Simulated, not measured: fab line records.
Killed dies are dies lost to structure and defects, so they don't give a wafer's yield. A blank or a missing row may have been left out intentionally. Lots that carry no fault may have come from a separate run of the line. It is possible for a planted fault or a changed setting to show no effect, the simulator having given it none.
Lot-split experiment / flow sfq line / 5 lots, 23 wafers read, on a route of 325 steps

## ABOUT THE SPLIT
At SFQ_TRILAYER_JJ_TRILAYER_DEP_SPUTTER_110 (material Al, target thk 8 nm, time 10 s), the setting time s was moved away from the recipe's 10 s on 7 of the 23 wafers read, by -5.3% to +12.6%. This setting was run at the recipe's value on the other wafers.

Reading taken at the split's own step.

## THE READING
Al_of_TRILAYER_JJ_TRILAYER_DEP_SPUTTER_110.thk nm (the simulator's own value, which no gauge read), in nm, at SFQ_TRILAYER_JJ_TRILAYER_DEP_SPUTTER_110 (material Al, target thk 8 nm, time 10 s). The file does not state a usual value for it. Here, 16 wafers ran the recipe; their average is 8.005 nm with a standard deviation of 0.077 nm.

wafer=L074.1; tool, chamber at the split=pvd sputter-03, -; time s as run, s=10; against the recipe=recipe; Al_of_TRILAYER_JJ_TRILAYER_DEP_SPUTTER_110.thk nm, nm=8.059; against lot-mates on the recipe=-
wafer=L074.2; tool, chamber at the split=pvd sputter-03, -; time s as run, s=10; against the recipe=recipe; Al_of_TRILAYER_JJ_TRILAYER_DEP_SPUTTER_110.thk nm, nm=7.967; against lot-mates on the recipe=-
wafer=L074.3; tool, chamber at the split=pvd sputter-03, -; time s as run, s=10; against the recipe=recipe; Al_of_TRILAYER_JJ_TRILAYER_DEP_SPUTTER_110.thk nm, nm=8.084; against lot-mates on the recipe=-
wafer=L074.4; tool, chamber at the split=pvd sputter-03, -; time s as run, s=10; against the recipe=recipe; Al_of_TRILAYER_JJ_TRILAYER_DEP_SPUTTER_110.thk nm, nm=8.073; against lot-mates on the recipe=-
wafer=L074.5; tool, chamber at the split=pvd sputter-03, -; time s as run, s=10; against the recipe=recipe; Al_of_TRILAYER_JJ_TRILAYER_DEP_SPUTTER_110.thk nm, nm=7.974; against lot-mates on the recipe=-
wafer=L077.1; tool, chamber at the split=pvd sputter-04, -; time s as run, s=10; against the recipe=recipe; Al_of_TRILAYER_JJ_TRILAYER_DEP_SPUTTER_110.thk nm, nm=7.956; against lot-mates on the recipe=-
wafer=L077.4; tool, chamber at the split=pvd sputter-04, -; time s as run, s=10; against the recipe=recipe; Al_of_TRILAYER_JJ_TRILAYER_DEP_SPUTTER_110.thk nm, nm=7.909; against lot-mates on the recipe=-
wafer=L077.5; tool, chamber at the split=pvd sputter-04, -; time s as run, s=10; against the recipe=recipe; Al_of_TRILAYER_JJ_TRILAYER_DEP_SPUTTER_110.thk nm, nm=8.01; against lot-mates on the recipe=-
wafer=L082.1; tool, chamber at the split=pvd sputter-04, -; time s as run, s=10; against the recipe=recipe; Al_of_TRILAYER_JJ_TRILAYER_DEP_SPUTTER_110.thk nm, nm=7.88; against lot-mates on the recipe=-
wafer=L082.2; tool, chamber at the split=pvd sputter-04, -; time s as run, s=10; against the recipe=recipe; Al_of_TRILAYER_JJ_TRILAYER_DEP_SPUTTER_110.thk nm, nm=7.98; against lot-mates on the recipe=-
wafer=L082.3; tool, chamber at the split=pvd sputter-04, -; time s as run, s=11.26; against the recipe=+12.6%; Al_of_TRILAYER_JJ_TRILAYER_DEP_SPUTTER_110.thk nm, nm=8.985; against lot-mates on the recipe=+1.055
wafer=L082.4; tool, chamber at the split=pvd sputter-04, -; time s as run, s=11.26; against the recipe=+12.6%; Al_of_TRILAYER_JJ_TRILAYER_DEP_SPUTTER_110.thk nm, nm=8.921; against lot-mates on the recipe=+0.991
wafer=L082.5; tool, chamber at the split=pvd sputter-04, -; time s as run, s=10; against the recipe=recipe; Al_of_TRILAYER_JJ_TRILAYER_DEP_SPUTTER_110.thk nm, nm=7.931; against lot-mates on the recipe=-
wafer=L084.1; tool, chamber at the split=pvd sputter-04, -; time s as run, s=10; against the recipe=recipe; Al_of_TRILAYER_JJ_TRILAYER_DEP_SPUTTER_110.thk nm, nm=8.088; against lot-mates on the recipe=-
wafer=L084.3; tool, chamber at the split=pvd sputter-04, -; time s as run, s=10.91; against the recipe=+9.1%; Al_of_TRILAYER_JJ_TRILAYER_DEP_SPUTTER_110.thk nm, nm=8.655; against lot-mates on the recipe=+0.608
wafer=L084.4; tool, chamber at the split=pvd sputter-04, -; time s as run, s=10; against the recipe=recipe; Al_of_TRILAYER_JJ_TRILAYER_DEP_SPUTTER_110.thk nm, nm=8.005; against lot-mates on the recipe=-
wafer=L084.5; tool, chamber at the split=pvd sputter-04, -; time s as run, s=10.91; against the recipe=+9.1%; Al_of_TRILAYER_JJ_TRILAYER_DEP_SPUTTER_110.thk nm, nm=8.648; against lot-mates on the recipe=+0.601
wafer=L084.6; tool, chamber at the split=pvd sputter-04, -; time s as run, s=10.91; against the recipe=+9.1%; Al_of_TRILAYER_JJ_TRILAYER_DEP_SPUTTER_110.thk nm, nm=8.661; against lot-mates on the recipe=+0.614
wafer=L085.1; tool, chamber at the split=pvd sputter-06, -; time s as run, s=9.466; against the recipe=-5.3%; Al_of_TRILAYER_JJ_TRILAYER_DEP_SPUTTER_110.thk nm, nm=7.788; against lot-mates on the recipe=-0.265
wafer=L085.2; tool, chamber at the split=pvd sputter-06, -; time s as run, s=9.466; against the recipe=-5.3%; Al_of_TRILAYER_JJ_TRILAYER_DEP_SPUTTER_110.thk nm, nm=7.758; against lot-mates on the recipe=-0.295
wafer=L085.3; tool, chamber at the split=pvd sputter-06, -; time s as run, s=10; against the recipe=recipe; Al_of_TRILAYER_JJ_TRILAYER_DEP_SPUTTER_110.thk nm, nm=7.943; against lot-mates on the recipe=-
wafer=L085.4; tool, chamber at the split=pvd sputter-06, -; time s as run, s=10; against the recipe=recipe; Al_of_TRILAYER_JJ_TRILAYER_DEP_SPUTTER_110.thk nm, nm=8.186; against lot-mates on the recipe=-
wafer=L085.6; tool, chamber at the split=pvd sputter-06, -; time s as run, s=10; against the recipe=recipe; Al_of_TRILAYER_JJ_TRILAYER_DEP_SPUTTER_110.thk nm, nm=8.031; against lot-mates on the recipe=-

FIT RESULTS
A straight line over all 23 wafers: Al_of_TRILAYER_JJ_TRILAYER_DEP_SPUTTER_110.thk nm changes by +0.0694 nm for each +1% of time s; r = +0.98; the points scatter about the line by 0.081 nm.
The same after taking each lot's own level away (the mean of its wafers on the recipe; 23 wafers): +0.0719 nm for each +1%; r = +0.98; scatter 0.072 nm.
On that fit, the largest move of time s shifts the reading by 0.91 nm.
The span of the lots' own levels, 7.9303 to 8.0533 nm, comes to 1.6 times the standard deviation stated above.
Consequently the slope shifts little with the lot-to-lot level, the two slopes agreeing.
Check: +0.873 nm against its lot-mates is what the line predicts for one of the wafers moved furthest among these (+12.6%) when that wafer is left out of the fit. Against them it came out at +1.05 nm.

## THE OTHER SPLITS THESE WAFERS WENT THROUGH
Other splits were also applied to these wafers ahead of the reading. Each is held against what the fit with the lots' levels taken away leaves over:
other split on the same wafers=SFQ_TRILAYER_I4_VIA_LITHO_EXPOSE_104 dose mj; wafers away from the commonest value=6; r with Al_of_TRILAYER_JJ_TRILAYER_DEP_SPUTTER_110.thk nm (lot level and that fit taken away)=-0.40

## FILE'S OWN FIT
Al_of_TRILAYER_JJ_TRILAYER_DEP_SPUTTER_110.thk nm changes by +0.0737 nm for each +1% of time s, r = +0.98.
